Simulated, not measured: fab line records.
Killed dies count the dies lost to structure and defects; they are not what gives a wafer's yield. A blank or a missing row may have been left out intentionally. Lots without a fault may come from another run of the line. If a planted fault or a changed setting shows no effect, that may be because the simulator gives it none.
A struck lot beside a sound one :: flow gf180mcu :: 49 out of 602 route steps
Sound: wafers L585.4, L585.5, L585.6. Struck: wafers L593.2, L593.4, L593.6. At the end, the cause is stated.
Per side, at each step with rows, come the tool, then ch with its chambers, and then its first start. Under that, the readings that differ: sound wafers :: struck wafers :: difference of the means :: sigmas: that difference in standard deviations of wafers without a fault.
alike: words and numbers the same on both sides, and readings whose means are apart by under 2 such deviations; not compared: readings that were withheld, readings missing a value for some wafer, numbers with overlapping values and no deviation given by the record, and bounds like >300 which may hide the same value.
Wherever a step has rows on one side only, a row that says differs or no value, or a row with sigmas, the two part there. Numbers that have no deviation but don't overlap get no sigmas and don't part them. A reading missing from all wafers of one side parts the sides only when that side holds two or more wafers.

first, 1 step without rows for these wafers: GF_STI_OXIDATION_21 (stabilise 600 s, purge 300 s, target thk 15 nm).
GF_STI_THK_MEAS_22:
  sound on filmMetro-03 at day 2 18:46; struck on filmMetro-01 at day 4 11:16
  alike: STI_OXIDATION_01_THK
then, 1 step without rows for these wafers: GF_STI_CVD_23 (deposits SiO2, target thk 650 nm, time 108.3 s).
GF_STI_THK_MEAS_24:
  sound on filmMetro-03 at day 2 18:53; struck on filmMetro-03 at day 4 11:24
  alike: STI_CVD_23_THK
GF_STI_CMP_25: polishes, stops on Si3N4, t overpolish 33 s, target thk 524.6 nm.
  sound on cmp-01 ch 0,2,3, day 2 19:04; struck on cmp-01 ch 1,2, day 4 11:30
  alike: motorCurrentA, overpolishRunS, timeToEndpointS
then, 4 steps without rows for these wafers: GF_STI_WET_ETCH_26 (etches SiO2 in dHF, target depth 94 nm, time 188 s); GF_STI_WET_ETCH_27 (etches Si3N4 in H3PO4, target depth 160 nm, time 1825 s); GF_STI_WET_ETCH_28 (etches SiO2 in dHF, target depth 20 nm, time 40 s); GF_STI_OXIDATION_29 (stabilise 600 s, purge 300 s, target thk 10 nm).
GF_STI_THK_MEAS_30:
  sound on filmMetro-02 at day 2 21:38; struck on filmMetro-03 at day 4 13:45
  alike: STI_OXIDATION_02_THK
then, 2 steps without rows for these wafers: GF_DNWELL_DEHYDRATE_00 (time 60 s); GF_DNWELL_HMDS_01 (prime time 60 s).
GF_DNWELL_COAT_02: resist thk 3000 nm.
  sound on lithoTrack-04 ch 0, day 3 03:22; struck on lithoTrack-04 ch 0, day 4 20:19
reading: model.coat_of_DNWELL_COAT_02.thkNm (nm)
sound: 2985 2980 2985
struck: 1278 1278 1277
difference: -1706
sigmas: 
  alike: chillPlateTempC, exhaustPa
then, 3 steps without rows for these wafers: GF_DNWELL_SOFTBAKE_03; GF_DNWELL_EXPOSE_04 (exposes mask DNWELL, target cd 1700 nm); GF_DNWELL_PEB_05.
GF_DNWELL_DEVELOP_06: develop time 60 s.
  sound on lithoTrack-03 ch 0; struck on lithoTrack-04 ch 0
reading: model.coat_of_DNWELL_COAT_02.thkNm (nm)
sound: 2984 2979 2984
struck: 1277 1277 1276
difference: -1706
sigmas: 
  alike: chillPlateTempC, exhaustPa
after that, 1 step had no rows for these wafers: GF_DNWELL_IMPLANT_07.
GF_DNWELL_STRIP_08: strips in O2/N2.
  sound on plasmaAsher-01 ch 0,1, day 3 10:23; struck on plasmaAsher-02 ch 0,1, day 5 03:38
reading: stripTimeToEndpointS (s)
sound: 36.77 36.72 36.76
struck: 16.79 16.78 16.77
difference: -19.97
sigmas: -99 or more
  alike: drypumpMotorCurrentA, heaterPowerW, n2FlowSccm, oesProductAu
  not compared: rfHoursCounterH
GF_DNWELL_TW_MEAS_09:
  sound on filmMetro-03 at day 3 10:29; struck on filmMetro-04 at day 5 03:45
  alike: DNWELL_TW
then, 7 steps without rows for these wafers: GF_NWELL_DEHYDRATE_00 (time 60 s); GF_NWELL_HMDS_01 (prime time 60 s); GF_NWELL_COAT_02 (resist thk 3000 nm); GF_NWELL_SOFTBAKE_03; GF_NWELL_EXPOSE_04 (exposes mask Nwell, target cd 860 nm); GF_NWELL_PEB_05; GF_NWELL_DEVELOP_06 (develop time 60 s).
GF_NWELL_OVL_MEAS_07:
  sound on overlay-02 at day 3 22:46; struck on overlay-01 at day 5 18:01
reading: NWELL_OVL (nm)
sound: -3.9 -4.0 -4.7
struck: -0.8 -0.8 1.2
difference: +4.1
sigmas: +3
then, 2 steps without rows for these wafers: GF_NWELL_IMPLANT_08; GF_NWELL_IMPLANT_09.
GF_NWELL_STRIP_10: strips in O2/N2.
  sound on plasmaAsher-04 ch 0,1, day 3 23:07; struck on plasmaAsher-01 ch 0, day 5 18:20
  alike: drypumpMotorCurrentA, heaterPowerW, n2FlowSccm, oesProductAu, stripTimeToEndpointS
  not compared: rfHoursCounterH
GF_NWELL_TW_MEAS_11:
  sound on filmMetro-04 at day 3 23:13; struck on filmMetro-02 at day 5 18:27
reading: NWELL_TW
sound: 1566 1557 1567
struck: 1971 1963 1965
difference: +403
sigmas: +16
then, 7 steps without rows for these wafers: GF_LVPWELL_DEHYDRATE_00 (time 60 s); GF_LVPWELL_HMDS_01 (prime time 60 s); GF_LVPWELL_COAT_02 (resist thk 3000 nm); GF_LVPWELL_SOFTBAKE_03; GF_LVPWELL_EXPOSE_04 (exposes mask LVPWELL, target cd 600 nm); GF_LVPWELL_PEB_05; GF_LVPWELL_DEVELOP_06 (develop time 60 s).
GF_LVPWELL_OVL_MEAS_07:
  sound on overlay-01 at day 4 12:46; struck on overlay-01 at day 6 08:46
  alike: LVPWELL_OVL
then, 2 steps without rows for these wafers: GF_LVPWELL_IMPLANT_08; GF_LVPWELL_IMPLANT_09.
GF_LVPWELL_TW_MEAS_11:
  sound on filmMetro-01 at day 4 13:13; struck on filmMetro-01 at day 6 09:12
reading: LVPWELL_TW
sound: 552 550 553
struck: 1496 1496 1499
difference: +945
sigmas: +99 or more
GF_MVSD_TW_MEAS_11:
  sound on filmMetro-04 at day 5 03:10; struck on filmMetro-04 at day 7 00:06
reading: MVSD_TW
sound: 1560 1557 1562
struck: 1933 1941 1936
difference: +377
sigmas: +16
GF_MVPSD_TW_MEAS_11:
  sound on filmMetro-01 at day 5 16:48; struck on filmMetro-04 at day 7 15:44
reading: MVPSD_TW
sound: 541 540 539
struck: 1529 1526 1523
difference: +986
sigmas: +99 or more
GF_VT_IMPLANT_TW_MEAS_10:
  sound on filmMetro-02 at day 6 07:42; struck on filmMetro-03 at day 8 08:09
reading: VT_IMPLANT_TW
sound: 568 570 572
struck: 1549 1543 1550
difference: +977
sigmas: +99 or more
GF_VT_IMPLANT_TW_MEAS_21:
  sound on filmMetro-04 at day 6 23:07; struck on filmMetro-02 at day 9 01:03
reading: VT_IMPLANT_2_TW
sound: 1206 1211 1205
struck: 1768 1769 1776
difference: +564
sigmas: +47
GF_VT_IMPLANT_TW_MEAS_32:
  sound on filmMetro-03 at day 7 14:31; struck on filmMetro-03 at day 9 18:14
reading: VT_IMPLANT_3_TW
sound: 266.5 266.1 265.6
struck: 1532.2 1541.4 1537.0
difference: +1270.8
sigmas: +99 or more
GF_PASSIVATION_PROBE_99:
  the record holds rows for the sound wafers here (prober-02, day 29 20:00) but none for the struck ones

== WHERE THEY PART ==
Earliest at GF_DNWELL_STRIP_08; latest, in this record, at GF_PASSIVATION_PROBE_99.

WHY: whatever the simulator had introduced
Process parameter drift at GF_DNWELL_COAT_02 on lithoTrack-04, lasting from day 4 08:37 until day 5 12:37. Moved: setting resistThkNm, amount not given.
